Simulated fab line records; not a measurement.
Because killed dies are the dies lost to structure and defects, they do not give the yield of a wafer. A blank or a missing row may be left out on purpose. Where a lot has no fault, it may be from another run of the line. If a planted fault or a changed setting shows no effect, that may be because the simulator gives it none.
Which of the tools did it? | flow gf180mcu | 13 lots with 39 wafers sampled at 5 steps, on a route of 602 steps

## WHAT THE GAUGES READ, wafer by wafer
GF_MIM_THK_MEAS_06.
lot  | measured     | on            | MIM_CVD_05_THK (nm)
L701 | day 24 14:43 | film-metro-02 | 41.7 42.5 42.1
L704 | day 25 16:59 | film-metro-02 | 41.7 41.8 42.2
L710 | day 28 13:59 | film-metro-01 | 43.3 42.9 42.4
L711 | day 28 19:21 | film-metro-02 | 41.3 42.4 42.7
L712 | day 29 04:08 | film-metro-03 | 42.5 42.4 42.7
L713 | day 29 07:26 | film-metro-01 | 40.8 41.4 41.9
L714 | day 29 23:26 | film-metro-02 | 41.2 41.7 42.1
L717 | day 30 08:18 | film-metro-03 | 41.1 41.1 42.1
L718 | day 30 17:38 | film-metro-03 | 41.7 41.5 42.5
L719 | day 30 21:56 | film-metro-01 | 41.6 41.5 41.5
L721 | day 31 02:38 | film-metro-02 | 42.2 42.4 43.0
L720 | day 31 05:27 | film-metro-01 | 41.7 41.1 42.1
L722 | day 31 16:22 | film-metro-03 | 41.4 41.5 41.6

GF_V5_THK_MEAS_01.
lot  | measured     | on            | V5_CVD_00_THK (nm)
L701 | day 26 11:08 | film-metro-02 | 605 594 603
L704 | day 27 11:13 | film-metro-04 | 297 296 299
L710 | day 30 04:35 | film-metro-03 | 602 596 599
L711 | day 30 09:36 | film-metro-02 | 303 298 303
L712 | day 30 17:50 | film-metro-02 | 295 300 295
L713 | day 30 19:58 | film-metro-02 | 301 300 301
L714 | day 31 12:15 | film-metro-04 | 302 304 300
L717 | day 31 20:26 | film-metro-02 | 299 299 301
L718 | day 32 05:24 | film-metro-03 | 296 299 297
L719 | day 32 09:39 | film-metro-03 | 295 304 299
L721 | day 32 13:56 | film-metro-02 | 304 295 300
L720 | day 32 16:47 | film-metro-02 | 294 303 298
L722 | day 33 03:49 | film-metro-02 | 298 299 294

## WHAT TOOL EACH LOT RAN ON (gives the tool, then ch and the chambers of the sampled wafers, and finally the start)
lot  | GF_V4_CVD_02                    | GF_V4_SPUTTER_22             | GF_V5_CVD_00
L701 | pecvd-01 ch 0,1, day 23 15:05   | pvd-sputter-04, day 24 13:50 | hdpcvd-01 ch 0,2, day 26 10:51
L704 | pecvd-03 ch 0,2, day 24 16:56   | pvd-sputter-02, day 25 16:07 | hdpcvd-02 ch 0,2, day 27 11:10
L710 | pecvd-04 ch 0,1,2, day 27 16:23 | pvd-sputter-02, day 28 13:04 | hdpcvd-02 ch 0,1,2, day 30 04:20
L711 | pecvd-03 ch 0,1,2, day 27 22:29 | pvd-sputter-01, day 28 18:26 | hdpcvd-02 ch 0,1,2, day 30 09:33
L712 | pecvd-03 ch 0,1,2, day 28 06:34 | pvd-sputter-01, day 29 03:12 | hdpcvd-01 ch 0,1, day 30 17:46
L713 | pecvd-04 ch 0,2, day 28 09:57   | pvd-sputter-02, day 29 06:33 | hdpcvd-01 ch 1,2, day 30 19:55
L714 | pecvd-03 ch 2, day 29 02:43     | pvd-sputter-01, day 29 22:32 | hdpcvd-02 ch 0,1,2, day 31 12:12
L717 | pecvd-01 ch 0,2, day 29 11:29   | pvd-sputter-01, day 30 07:17 | hdpcvd-02 ch 0,2, day 31 20:22
L718 | pecvd-04 ch 0,1,2, day 29 21:20 | pvd-sputter-04, day 30 16:44 | hdpcvd-02 ch 0,1,2, day 32 05:21
L719 | pecvd-01 ch 0,1, day 30 01:28   | pvd-sputter-01, day 30 21:02 | hdpcvd-01 ch 0,2, day 32 09:36
L721 | pecvd-03 ch 0,2, day 30 06:37   | pvd-sputter-01, day 31 01:45 | hdpcvd-01 ch 0,2, day 32 13:52
L720 | pecvd-01 ch 0,1,2, day 30 09:20 | pvd-sputter-02, day 31 04:32 | hdpcvd-01 ch 0,1,2, day 32 16:44
L722 | pecvd-04 ch 0,1,2, day 30 20:25 | pvd-sputter-04, day 31 15:27 | hdpcvd-01 ch 0,1,2, day 33 03:47
- GF_V4_CVD_02: deposits SiO2 from TEOS, target thk 850 nm, time 94.851 s.
- GF_V4_SPUTTER_22: material TiN, target thk 10 nm, time 40 s.
- GF_V5_CVD_00: deposits SiO2, target thk 300 nm, time 50 s.

## AS READ BY THE TOOLS THEMSELVES (means over the sampled wafers that have a number; for cases with no such wafer, the mark the record gives instead)
GF_V4_CVD_02.
lot  | tool     | heater-power-w (W)
L701 | pecvd-01 | 769
L704 | pecvd-03 | 792
L710 | pecvd-04 | 613
L711 | pecvd-03 | 701
L712 | pecvd-03 | 686
L713 | pecvd-04 | 586
L714 | pecvd-03 | 747
L717 | pecvd-01 | 738
L718 | pecvd-04 | 649
L719 | pecvd-01 | 826
L721 | pecvd-03 | 783
L720 | pecvd-01 | 657
L722 | pecvd-04 | 575

GF_V4_SPUTTER_22.
lot  | tool           | throttle-valve-pct (%)
L701 | pvd-sputter-04 | 29.6
L704 | pvd-sputter-02 | 29.6
L710 | pvd-sputter-02 | 29.5
L711 | pvd-sputter-01 | 29.9
L712 | pvd-sputter-01 | 29.4
L713 | pvd-sputter-02 | 29.8
L714 | pvd-sputter-01 | 30.4
L717 | pvd-sputter-01 | 30.0
L718 | pvd-sputter-04 | 28.8
L719 | pvd-sputter-01 | 29.4
L721 | pvd-sputter-01 | 31.1
L720 | pvd-sputter-02 | 30.3
L722 | pvd-sputter-04 | 29.5

## THE ANSWER, worked out from the rows above alone
Rule: what is usual is taken from the lots themselves. The widest of any qualifying gaps counts: lots, ordered by their means at a reading, are off when they make up no more than a third of the lots, leave a main group of 4 or more, and stand apart from it by 3 or more times the standard deviation of that group's means. If all means in a main group match to the digits the tables above print for the reading, that group is not used. A lot without any number at a reading at which 4 lots or more have one is off too. The other lots that the step has rows for count as sound. The gauges are gone through in route order, then the tools' own readings, and for those a lot's mean is taken as printed above. The first step at which some lot is off is used, and at that step the reading that is off furthest; a lot without a number counts as furthest.
Off: L701, L710, seen at GF_V5_THK_MEAS_01 (V5_CVD_00_THK). Mean 299 nm and standard deviation 1.7 in the main group.
A tool fits if, at a process step before that reading, it ran every lot that is off, and no sound lot after the first of them. Gauges at GF_V5_THK_MEAS_01: tried the same way as those tools. Of those tried, none fits.

## WHAT HAD BEEN PUT IN BY THE SIMULATOR
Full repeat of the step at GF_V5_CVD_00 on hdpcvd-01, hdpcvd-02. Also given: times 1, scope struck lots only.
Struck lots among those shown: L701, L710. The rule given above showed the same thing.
